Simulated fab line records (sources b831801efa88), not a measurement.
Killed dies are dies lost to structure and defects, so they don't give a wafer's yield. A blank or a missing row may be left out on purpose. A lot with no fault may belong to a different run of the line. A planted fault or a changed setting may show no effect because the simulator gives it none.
What tool caused it? :: flow sky130 :: 7 lots with 21 wafers sampled at 2 steps, on a route of 708 steps

== WHAT EACH GAUGE READ, for each wafer ==
SKY_CONTACT_RS_MEAS_25: measures by four-point-probe.
lot: L283
measured: day 33 06:25
on: filmMetro-02
CONTACT_W_RS (ohm/sq): 0.337 0.336 0.338

lot: L285
measured: day 33 22:08
on: filmMetro-02
CONTACT_W_RS (ohm/sq): 0.341 0.341 0.341

lot: L288
measured: day 34 20:24
on: filmMetro-03
CONTACT_W_RS (ohm/sq): 0.337 0.337 0.341

lot: L290
measured: day 35 05:45
on: filmMetro-02
CONTACT_W_RS (ohm/sq): 0.341 0.338 0.339

lot: L294
measured: day 36 20:13
on: filmMetro-03
CONTACT_W_RS (ohm/sq): 0.346 0.347 0.347

lot: L297
measured: day 37 15:02
on: filmMetro-03
CONTACT_W_RS (ohm/sq): 0.340 0.341 0.193

lot: L301
measured: day 38 15:04
on: filmMetro-02
CONTACT_W_RS (ohm/sq): 0.339 0.191 0.341

== WHAT TOOL EACH LOT RAN ON (gives the tool, then ch and the chambers of the sampled wafers, and finally the start) ==
lot: L283
SKY_CONTACT_CVD_24: cvdW-02 ch 0,1, day 33 06:18

lot: L285
SKY_CONTACT_CVD_24: cvdW-02 ch 0,1, day 33 22:02

lot: L288
SKY_CONTACT_CVD_24: cvdW-02 ch 0,1, day 34 20:17

lot: L290
SKY_CONTACT_CVD_24: cvdW-02 ch 0,1, day 35 05:38

lot: L294
SKY_CONTACT_CVD_24: cvdW-02 ch 0,1, day 36 20:04

lot: L297
SKY_CONTACT_CVD_24: cvdW-02 ch 0,1, day 37 14:56

lot: L301
SKY_CONTACT_CVD_24: cvdW-02 ch 1, day 38 14:56
- SKY_CONTACT_CVD_24: deposits W, target thk 340 nm, time 102.12 s.

== THE ANSWER, worked out from the rows above alone ==
Rule: what is usual is taken from the lots themselves. Put in order of their means at a reading, lots are off if they are a third of the lots or fewer, leave a main group of 4 or more, and stand apart from it by a gap of 3 or more times the standard deviation of the main group's means; of several such gaps the widest counts. A main group whose means are all the same, to the digits that the tables above print for the reading, isn't used. Also off: a lot with no number at a reading for which 4 or more lots have one. Any other lot the step has rows for is counted as sound.
Off: L297, L301, at SKY_CONTACT_RS_MEAS_25 (CONTACT_W_RS). Main group: mean 0.340 ohm/sq, sd 0.0034.
A tool fits if, at a process step before that reading, it ran every lot that is off, and no sound lot after the first of them. The gauges at SKY_CONTACT_RS_MEAS_25 are tried like those tools. One candidate fits, namely cvdW-02 at SKY_CONTACT_CVD_24. Its last sound lot is L294 (day 36 20:04), its first lot that is off L297 (day 37 14:56): a fault that began between those two fits.

== WHAT WAS PUT IN BY THE SIMULATOR ==
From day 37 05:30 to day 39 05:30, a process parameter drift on cvdW-02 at SKY_CONTACT_CVD_24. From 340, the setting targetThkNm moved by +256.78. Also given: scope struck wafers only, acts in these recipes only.
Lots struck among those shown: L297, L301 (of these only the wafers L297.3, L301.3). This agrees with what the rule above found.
